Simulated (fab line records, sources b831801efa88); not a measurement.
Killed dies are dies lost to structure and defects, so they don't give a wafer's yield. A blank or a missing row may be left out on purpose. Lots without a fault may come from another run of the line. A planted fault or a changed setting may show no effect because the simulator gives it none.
Chamber matching | flow sky130 | SKY_VIA2_ETCH_14 on rie_diel-04: 4 sister chambers
The step etches BARC in N2/H2, stops on SiO2, time 45.9 s, target depth 60 nm. 4 wafers are shown with their chamber, then 9 later ones without.

WAFERS WITH THEIR CHAMBER
wafer  | chamber | drypump_motor_current_A (A)
L080.4 | 2       | 5.4
L082.5 | 3       | 5.3
L083.2 | 1       | 5.4
L083.4 | 0       | 5.4

WAFERS WITHOUT THEIR CHAMBER
wafer  | drypump_motor_current_A (A)
L084.2 | 5.5
L084.5 | 5.4
L084.6 | 5.5
L087.1 | 5.3
L087.2 | 5.4
L087.3 | 5.5
L092.1 | 5.4
L092.3 | 5.5
L092.5 | 5.5

WHICH CHAMBER EACH WENT THROUGH
wafer  | from the rows above               | in truth
L084.2 | can't be placed: 0 or 1 or 2 or 3 | 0
L084.5 | can't be placed: 0 or 1 or 2 or 3 | 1
L084.6 | can't be placed: 0 or 1 or 2 or 3 | 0
L087.1 | can't be placed: 3 or 0 or 1 or 2 | 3
L087.2 | can't be placed: 0 or 1 or 2 or 3 | 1
L087.3 | can't be placed: 0 or 1 or 2 or 3 | 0
L092.1 | can't be placed: 0 or 1 or 2 or 3 | 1
L092.3 | can't be placed: 0 or 1 or 2 or 3 | 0
L092.5 | can't be placed: 0 or 1 or 2 or 3 | 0
Placed correctly: 0 of 9. Can't be placed from these rows: 9 (the true chamber is among the candidates in 9). Placed wrongly: 0.
How it was worked out, from the rows above alone: a wafer's distance from a chamber is the root of the sum, over the readings, of the square of ((its reading less the chamber's mean) divided by the reading's scatter). The wafer belongs to the nearest chamber; if the next one is less than 2 further off, it can't be placed. A chamber's mean is the mean of its shown wafers. The scatter: with one shown wafer a chamber, the root of the mean of the squares of how far each hidden wafer lies from its nearest shown one.
